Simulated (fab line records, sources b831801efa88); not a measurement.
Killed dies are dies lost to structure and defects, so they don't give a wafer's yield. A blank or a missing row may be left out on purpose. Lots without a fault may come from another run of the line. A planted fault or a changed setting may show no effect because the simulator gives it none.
Chamber matching | flow gf180mcu | GF_PASSIVATION_CVD_00 on pecvd-03: 3 sister chambers
The step deposits SiO2 from TEOS, target thk 1000 nm, time 111.95 s. 6 wafers are shown with their chamber, then 10 later ones without.

WAFERS WITH THEIR CHAMBER
wafer  | chamber | heater_power_w (W)
L082.4 | 0       | 693
L091.3 | 1       | 613
L091.4 | 2       | 610
L091.5 | 1       | 654
L092.1 | 0       | 614
L092.2 | 2       | 699

WAFERS WITHOUT THEIR CHAMBER
wafer  | heater_power_w (W)
L092.3 | 534
L092.4 | 652
L092.5 | 755
L092.6 | 605
L095.1 | 597
L095.2 | 723
L095.3 | 637
L095.4 | 638
L095.5 | 515
L095.6 | 764

WHICH CHAMBER EACH WENT THROUGH
wafer  | from the rows above          | in truth
L092.3 | can't be placed: 1 or 0 or 2 | 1
L092.4 | can't be placed: 0 or 2 or 1 | 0
L092.5 | can't be placed: 2 or 0 or 1 | 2
L092.6 | can't be placed: 1 or 0 or 2 | 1
L095.1 | can't be placed: 1 or 0 or 2 | 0
L095.2 | can't be placed: 2 or 0 or 1 | 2
L095.3 | can't be placed: 1 or 0 or 2 | 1
L095.4 | can't be placed: 1 or 0 or 2 | 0
L095.5 | can't be placed: 1 or 0 or 2 | 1
L095.6 | can't be placed: 2 or 0 or 1 | 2
Placed correctly: 0 of 10. Can't be placed from these rows: 10 (the true chamber is among the candidates in 10). Placed wrongly: 0.
How it was worked out, from the rows above alone: a wafer's distance from a chamber is the root of the sum, over the readings, of the square of ((its reading less the chamber's mean) divided by the reading's scatter). The wafer belongs to the nearest chamber; if the next one is less than 2 further off, it can't be placed. A chamber's mean is the mean of its shown wafers. The scatter: the root of (the sum of the squares of (reading less its chamber's mean) over the shown wafers, divided by (wafers less chambers)).
